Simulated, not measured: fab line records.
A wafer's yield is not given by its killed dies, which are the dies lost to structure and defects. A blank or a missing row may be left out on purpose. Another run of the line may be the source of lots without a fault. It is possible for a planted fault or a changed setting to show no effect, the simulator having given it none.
2 desks looking at one fault    flow sky130    each desk holds nothing but its own numbers, with what lay behind them at the end

## FROM THE METROLOGY DESK
Means of the sampled wafers that have a number, per lot and without regard to the tool the lot ran on: this is what the gauges read. Marked OUT: a lot whose mean sits more than 4 standard deviations from the usual mean, which makes it out of limits; the brackets give that distance.
Columns: A = cd_nm at SKY_POLY_CUT_CD_MEAS_08, usual 270.1 nm; B = SD_P_TW at SKY_SD_P_TW_MEAS_11, usual 2811; C = SD_N_OVL at SKY_SD_N_OVL_MEAS_08, usual -0.8 nm; D = SD_P_RS at SKY_SD_N_RS_MEAS_17, usual 148.1 ohm/sq; E = LI_CONTACT_BOW at SKY_LI_CONTACT_BOW_MEAS_03, usual 56 um
lot   first seen here  A      B                     C     D                E
L949  day 24 10:51     271.3  2833                  -0.7  148.0            56
L948  day 24 12:12     271.8  2803                  -0.7  148.5            59
L951  day 25 06:56     269.9  2799                  -0.1  148.4            55
L953  day 26 17:44     270.3  2791                  -0.7  147.8            57
L955  day 26 18:05     270.6  2789                  -0.4  148.0            57
L954  day 26 21:04     269.6  30 (-99 or more) OUT  0.8   132.8 (-51) OUT  -
L956  day 27 03:57     271.3  30 (-99 or more) OUT  -0.4  132.8 (-51) OUT  -
L960  day 28 14:49     268.2  2818                  -1.6  148.1            53
L964  day 29 20:23     268.4  2813                  -2.0  148.2            47
L965  day 30 00:02     271.6  2809                  -1.7  148.0            61
L966  day 30 04:51     269.4  2808                  -0.0  148.0            54
L968  day 31 06:25     268.7  2796                  -1.0  148.4            54
L969  day 31 10:02     270.9  2800                  -2.0  148.0            52
L970  day 31 15:01     269.1  2801                  -1.7  148.2            47
This desk's finding: out of limits on L954, L956; first on L954, day 28 01:40 (SD_P_TW at SKY_SD_P_TW_MEAS_11). In limits: L949, L948, L951, L953, L955, L960, L964, L965, L966, L968, L969, L970.

## FOR THE TOOL OWNER'S DESK: implanter-03
The tool's own readings at SKY_SD_P_IMPLANT_09, given as means over the sampled wafers that have a number, one for each lot that went through this tool. Marked OUT: a lot whose mean sits more than 4 standard deviations from the usual mean, which makes it out of limits; the brackets give that distance.
Columns: A = beam_energy_keV at SKY_SD_P_IMPLANT_09, usual 19.639; B = beam_on_s at SKY_SD_P_IMPLANT_09, usual 14.6 s
lot   first seen here  A       B
L948  day 25 17:47     19.636  15.0
L964  day 31 00:55     19.647  15.3
L965  day 31 04:10     19.639  15.2
L969  day 32 14:13     19.648  15.0
Finding of this desk: none of the 4 lots has anything out of limits.

## TAKEN TOGETHER
An alarm was possible from the metrology desk at day 28 01:40, on L954, L956.
Nothing out of limits was seen by the tool owner's desk.
The tool owner's desk has no number on record for L954, L956.
On implanter-03, each named lot ran SKY_SD_P_IMPLANT_09.

## WHAT THE SIMULATOR HAD INSERTED
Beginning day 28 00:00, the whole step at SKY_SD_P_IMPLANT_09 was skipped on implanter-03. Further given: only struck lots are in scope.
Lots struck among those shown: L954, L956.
Time in hours between the start of the fault and the first out-of-limits reading at each desk: metrology desk, 2.
